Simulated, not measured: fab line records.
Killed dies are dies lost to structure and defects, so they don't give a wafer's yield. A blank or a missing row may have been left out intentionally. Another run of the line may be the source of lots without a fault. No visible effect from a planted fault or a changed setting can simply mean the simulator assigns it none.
2 desks looking at one fault / flow gf180mcu / each desk holds nothing but its own numbers, with what lay behind them at the end

== AT THE TOOL OWNER'S DESK: pecvd-02 ==
The tool's own readings at GF_V3_CVD_02 (deposits SiO2 from TEOS, target thk 850 nm, time 94.851 s): means of the sampled wafers that have a number, for each lot that ran on this tool. Marked OUT: a lot whose mean sits more than 4 standard deviations from the usual mean, which makes it out of limits; the brackets give that distance.
Columns: A = heater_power_w at GF_V3_CVD_02, usual 715 W
lot=L124; first seen here=day 25 04:36; A=679
lot=L128; first seen here=day 26 08:30; A=718
lot=L133; first seen here=day 27 18:17; A=671
lot=L136; first seen here=day 28 14:40; A=699
Finding of this desk: none of the 4 lots has anything out of limits.

== METROLOGY DESK ==
Lot by lot, what the gauges showed, no matter which tool ran the lot: averages of those sampled wafers that carry a number. Marked OUT: a lot whose mean sits more than 4 standard deviations from the usual mean, which makes it out of limits; the brackets give that distance.
Columns: A = TOP_METAL_OVL at GF_TOP_METAL_OVL_MEAS_15, usual -0.1 nm
lot=L120; first seen here=day 30 08:28; A=1.0
lot=L121; first seen here=day 30 19:29; A=0.4
lot=L122; first seen here=day 30 21:17; A=1.8
lot=L124; first seen here=day 31 18:11; A=0.1
lot=L125; first seen here=day 32 02:14; A=-0.3
lot=L126; first seen here=day 32 05:10; A=0.1
lot=L127; first seen here=day 32 10:34; A=-0.3
lot=L128; first seen here=day 32 15:10; A=0.1
lot=L132; first seen here=day 33 14:28; A=-0.1
lot=L133; first seen here=day 33 19:38; A=1.4
lot=L136; first seen here=day 34 12:34; A=-2.1
lot=L139; first seen here=day 35 02:43; A=-0.3
lot=L141; first seen here=day 35 12:04; A=-2.3
lot=L143; first seen here=day 35 18:38; A=0.2
Finding of this desk: none of the 14 lots has anything out of limits.

== ALL TOGETHER ==
The desk of the tool owner found nothing out of limits.
Metrology desk: nothing out of limits seen.

== WHAT THE SIMULATOR HAD INSERTED ==
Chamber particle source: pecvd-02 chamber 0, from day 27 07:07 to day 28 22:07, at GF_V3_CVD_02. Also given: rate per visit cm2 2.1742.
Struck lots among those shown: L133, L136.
